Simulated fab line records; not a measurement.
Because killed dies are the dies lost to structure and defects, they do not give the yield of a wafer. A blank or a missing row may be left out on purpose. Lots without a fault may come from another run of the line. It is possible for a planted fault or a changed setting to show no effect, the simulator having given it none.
Commonality check across tools ; flow sky130 ; 14 lots and 48 wafers in the sample

== WHAT PROMPTED THE OPENING ==
Of 14 lots, 2 have the reading RES_XHIGH_TW flagged at SKY_RES_XHIGH_TW_MEAS_09. No-fault wafers: 1644, standard deviation 9.
Rule: a lot is flagged in two cases, either no wafer of it has a number, or all its wafers with numbers fall more than 4 standard deviations from that mean. The rest of the lots are taken to be sound.

lot;measured;on;RES_XHIGH_TW, wafer by wafer;flag
L466;day 26 23:24;film metro-02;1649 1646 1646;
L467;day 27 04:55;film metro-02;1649 1647 1649;
L468;day 27 10:48;film metro-01;1642 1650 1642;
L469;day 27 16:46;film metro-04;1644 1650 1652;
L474;day 29 18:02;film metro-02;1625 1625 1628;
L475;day 29 18:39;film metro-02;1639 1636 1639;
L476;day 29 22:08;film metro-02;1631 1642 1633;
L480;day 31 12:11;film metro-02;30 30 30 30 30 30;FLAGGED
L481;day 31 17:50;film metro-02;30 30 30 30 30 30;FLAGGED
L485;day 32 22:15;film metro-01;1645 1647 1649;
L486;day 33 06:23;film metro-04;1662 1652 1658;
L487;day 33 16:26;film metro-02;1639 1646 1645;
L488;day 33 22:09;film metro-01;1648 1662 1638;
L489;day 34 03:26;film metro-02;1641 1640 1638;
The numbers of the flagged lots are 30 on average: -1614 against the usual, or -99 or more standard deviations.

== WHICH TOOL EACH LOT WENT THROUGH ==
Before the reading, the record contains 2 process steps out of a 708-step route. In each cell: the tool, then ch and the chambers that the sampled wafers went through, then the start.
lot;flag;SKY_POLY_GATE_ETCH_17;SKY_RES_XHIGH_DEVELOP_06
L466;;rie si-01 ch 1,2,3, day 16 13:26;litho track-01 ch 0, day 26 23:02
L467;;rie si-01 ch 1,2, day 16 19:07;litho track-02 ch 0, day 27 04:31
L468;;rie si-01 ch 0,1,2, day 17 01:14;litho track-03 ch 0, day 27 10:25
L469;;rie si-01 ch 1,2, day 17 04:20;litho track-02 ch 0, day 27 16:22
L474;;rie si-02 ch 1,2,3, day 19 10:05;litho track-01 ch 0, day 29 17:39
L475;;rie si-01 ch 0,1,2, day 19 12:07;litho track-02 ch 0, day 29 18:15
L476;;rie si-01 ch 0,2, day 19 16:55;litho track-03 ch 0, day 29 21:44
L480;FLAGGED;rie si-01 ch 1,3, day 21 12:32;litho track-01, day 31 11:47
L481;FLAGGED;rie si-02 ch 1,2,3, day 21 15:53;litho track-01, day 31 17:26
L485;;rie si-02 ch 0,1,2, day 23 03:50;litho track-02 ch 0, day 32 21:51
L486;;rie si-01 ch 0,1,2, day 23 11:35;litho track-01 ch 0, day 33 06:00
L487;;rie si-02 ch 0,1,2, day 23 20:38;litho track-03 ch 0, day 33 16:02
L488;;rie si-01 ch 1,2,3, day 24 06:07;litho track-03 ch 0, day 33 21:46
L489;;rie si-02 ch 1,2,3, day 24 13:11;litho track-03 ch 0, day 34 03:02
What is done by these steps:
- SKY_POLY_GATE_ETCH_17: etches poly-Si in HBr/Cl2, stops on SiO2, target depth 180 nm, time 70.5 s.
- SKY_RES_XHIGH_DEVELOP_06: develop time 60 s.
- SKY_RES_XHIGH_TW_MEAS_09

== FLAGGED OVER TOTAL, TOOL BY TOOL (the gauges that took the reading come last) ==
step;tool;lots run;flagged;share of the flagged lots;sound lots run after its first flagged lot
SKY_POLY_GATE_ETCH_17;rie si-01;9;1;some;2 (L486,L488)
SKY_POLY_GATE_ETCH_17;rie si-02;5;1;some;3 (L485,L487,L489)
SKY_RES_XHIGH_DEVELOP_06;litho track-01;5;2;all;1 (L486)
SKY_RES_XHIGH_DEVELOP_06;litho track-02;4;0;none;-
SKY_RES_XHIGH_DEVELOP_06;litho track-03;5;0;none;-
SKY_RES_XHIGH_TW_MEAS_09;film metro-01;3;0;none;-
SKY_RES_XHIGH_TW_MEAS_09;film metro-02;9;2;all;2 (L487,L489)
SKY_RES_XHIGH_TW_MEAS_09;film metro-04;2;0;none;-

== WHAT THE TABLE ALLOWS ==
litho track-01 at SKY_RES_XHIGH_DEVELOP_06 and film metro-02 at SKY_RES_XHIGH_TW_MEAS_09 are the 2 rows of the table that ran each flagged lot.
- litho track-01 at SKY_RES_XHIGH_DEVELOP_06: 2 of its 5 lots flagged. After the first flagged lot (L486), sound lots still ran on it; a lasting fault on the whole tool would not permit that. On the flagged lots its readings are blank where sound lots have values: chill plate temp C.
- film metro-02 at SKY_RES_XHIGH_TW_MEAS_09: 2 of its 9 lots flagged. After the first flagged lot (L487, L489), sound lots still ran on it; a lasting fault on the whole tool would not permit that.
Every row of the table either missed a flagged lot or ran a sound lot after the first.

== WHAT THE SIMULATOR HAD PUT IN ==
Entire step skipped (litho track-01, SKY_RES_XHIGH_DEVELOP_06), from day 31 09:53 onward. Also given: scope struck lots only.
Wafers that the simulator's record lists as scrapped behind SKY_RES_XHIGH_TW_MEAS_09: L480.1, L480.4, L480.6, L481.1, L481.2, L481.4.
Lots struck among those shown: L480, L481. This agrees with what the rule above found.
